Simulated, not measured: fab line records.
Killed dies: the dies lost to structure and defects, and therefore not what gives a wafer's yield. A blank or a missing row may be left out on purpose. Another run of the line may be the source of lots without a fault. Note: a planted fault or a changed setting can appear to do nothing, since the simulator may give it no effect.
Chamber matching -- flow gf180mcu -- GF_V2_ETCH_16 on rieDiel-04: 4 sister chambers
The step etches BARC in N2/H2. 18 wafers are shown with their chamber, then 9 later ones without.

== WAFERS, EACH WITH ITS CHAMBER ==
wafer,chamber,drypumpMotorCurrentA (A),biasW (W),h2FlowSccm (sccm)
L076.1,1,6.1,100.69,200.2
L076.3,2,6.1,100.48,200.6
L076.5,2,6.0,100.89,199.5
L077.1,3,5.9,99.82,200.7
L077.5,0,6.0,100.08,199.2
L077.6,3,5.8,100.26,201.2
L082.2,3,5.8,100.15,200.4
L082.3,2,6.1,100.20,200.1
L082.4,0,6.1,100.21,200.3
L083.2,2,6.0,99.75,198.5
L083.4,3,5.8,99.51,200.2
L083.6,0,6.0,99.98,199.2
L086.3,0,6.0,99.71,200.3
L086.4,2,6.0,100.28,199.2
L086.5,0,6.0,100.11,200.2
L089.2,0,6.1,99.97,200.3
L089.3,3,5.8,100.75,200.9
L089.6,0,6.0,99.88,200.1

SIGNATURES (means of the wafers above)
reading,chamber 0,chamber 1,chamber 2,chamber 3,scatter within a chamber
drypumpMotorCurrentA,6.029,6.100,6.040,5.820,0.0495
biasW,99.9914,100.6900,100.3200,100.0980,0.352
h2FlowSccm,199.943,200.200,199.580,200.680,0.588
Rule: for each reading, subtract the chamber's mean from the wafer's reading, divide by that reading's scatter and square the result; add these up over the readings and take the root, which gives the wafer's distance from the chamber. The wafer belongs to the nearest chamber; if the next one is less than 2 further off, it can't be placed. The scatter is the square root of a quotient: the sum, over the shown wafers, of each reading's squared deviation from its chamber's mean, divided by wafers minus chambers.

== WAFERS WITHOUT THEIR CHAMBER ==
wafer,drypumpMotorCurrentA (A),biasW (W),h2FlowSccm (sccm)
L090.2,6.0,99.76,199.7
L090.3,6.0,99.83,200.8
L090.4,5.8,99.68,200.9
L091.4,6.1,99.19,199.6
L091.5,6.0,99.77,199.6
L091.6,6.0,100.04,198.7
L094.3,6.0,100.10,201.1
L094.4,6.1,99.26,200.1
L094.6,5.8,99.80,201.9

== WHICH CHAMBER EACH ONE RAN IN ==
wafer,from the rows above,in truth
L090.2,can't be placed: 0 or 2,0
L090.3,can't be placed: 0 or 2 or 1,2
L090.4,3,3
L091.4,can't be placed: 0 or 2 or 1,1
L091.5,can't be placed: 0 or 2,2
L091.6,can't be placed: 2 or 0 or 1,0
L094.3,can't be placed: 0 or 2 or 1 or 3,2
L094.4,can't be placed: 0 or 2 or 1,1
L094.6,3,3
Placed correctly: 2 of 9. Cannot be placed on the basis of these rows: 7; the candidates contain the true chamber in 7. 0 placed wrongly.
